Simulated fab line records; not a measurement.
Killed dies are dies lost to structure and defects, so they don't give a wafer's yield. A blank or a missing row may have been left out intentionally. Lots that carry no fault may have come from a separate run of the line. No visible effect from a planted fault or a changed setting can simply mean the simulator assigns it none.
2 desks looking at one fault | flow gf180mcu | each desk has only its own numbers; what lay behind them comes last

TOOL OWNER'S DESK, lithoTrack-04
The tool's own readings at GF_POLY_GATE_SOFTBAKE_06 (time 60 s): means of the sampled wafers that have a number, for each lot that ran on this tool. If a lot's mean is further than 4 standard deviations from the usual mean, the lot is out of limits and carries the mark OUT (the distance appears in the brackets).
Columns: A = heaterPowerTotalW at GF_POLY_GATE_SOFTBAKE_06, usual 93.06 W; B = plateTempC at GF_POLY_GATE_SOFTBAKE_06, usual 129.99 C; C = resistLineTempC at GF_POLY_GATE_SOFTBAKE_06, usual 22.98 C
lot  | first seen here | A                       | B                | C
L309 | day 8 20:00     | 92.97                   | 130.14           | 22.98
L310 | day 9 13:00     | 93.05                   | 130.03           | 23.04
L313 | day 10 03:00    | 93.06                   | 130.10           | 22.95
L316 | day 11 00:00    | 93.10                   | 130.03           | 23.09
L317 | day 11 05:00    | 86.64 (-99 or more) OUT | 123.15 (-53) OUT | 23.06
L319 | day 11 23:00    | 86.60 (-99 or more) OUT | 123.21 (-52) OUT | 22.95
L329 | day 14 21:00    | 93.04                   | 130.04           | 22.93
L332 | day 15 18:00    | 93.03                   | 129.99           | 22.96
Finding of this desk: L317, L319 out of limits; the first was L317 at day 11 05:00, on heaterPowerTotalW at GF_POLY_GATE_SOFTBAKE_06. L309, L310, L313, L316, L329, L332 stayed within limits.

THE METROLOGY DESK
What the gauges read, lot by lot, whatever tool the lot ran on: means of the sampled wafers that have a number. If a lot's mean is further than 4 standard deviations from the usual mean, the lot is out of limits and carries the mark OUT (the distance appears in the brackets).
Columns: A = cdNm at GF_POLY_GATE_CD_MEAS_10, usual 280.1 nm
lot  | first seen here | A
L309 | day 9 04:50     | 278.1
L311 | day 9 19:50     | 281.0
L310 | day 9 22:50     | 281.9
L313 | day 10 12:54    | 280.4
L316 | day 11 09:38    | 279.5
L317 | day 11 14:58    | 294.1 (+12) OUT
L319 | day 12 08:50    | 295.7 (+13) OUT
L326 | day 14 07:15    | 281.0
L327 | day 14 14:49    | 281.3
L328 | day 14 19:32    | 280.0
L329 | day 15 07:43    | 280.0
L330 | day 15 12:06    | 280.9
L331 | day 15 17:59    | 277.9
L332 | day 16 05:38    | 281.4
Finding of this desk: L317, L319 out of limits; the first was L317 at day 11 14:58, on cdNm at GF_POLY_GATE_CD_MEAS_10. L309, L311, L310, L313, L316, L326, L327, L328, L329, L330, L331, L332 stayed within limits.

ALL TOGETHER
The tool owner's desk could have raised an alarm at day 11 05:00, on L317, L319.
Metrology desk: alarm possible at day 11 14:58 on L317, L319.
All the named lots went through GF_POLY_GATE_SOFTBAKE_06 on lithoTrack-04.

WHAT THE SIMULATOR PUT IN
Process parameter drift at GF_POLY_GATE_SOFTBAKE_06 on lithoTrack-04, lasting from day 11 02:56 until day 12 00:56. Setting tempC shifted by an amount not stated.
Struck lots among those shown: L317, L319.
Fault start to first reading out of limits, in hours, per desk: tool owner, 2; metrology, 12.
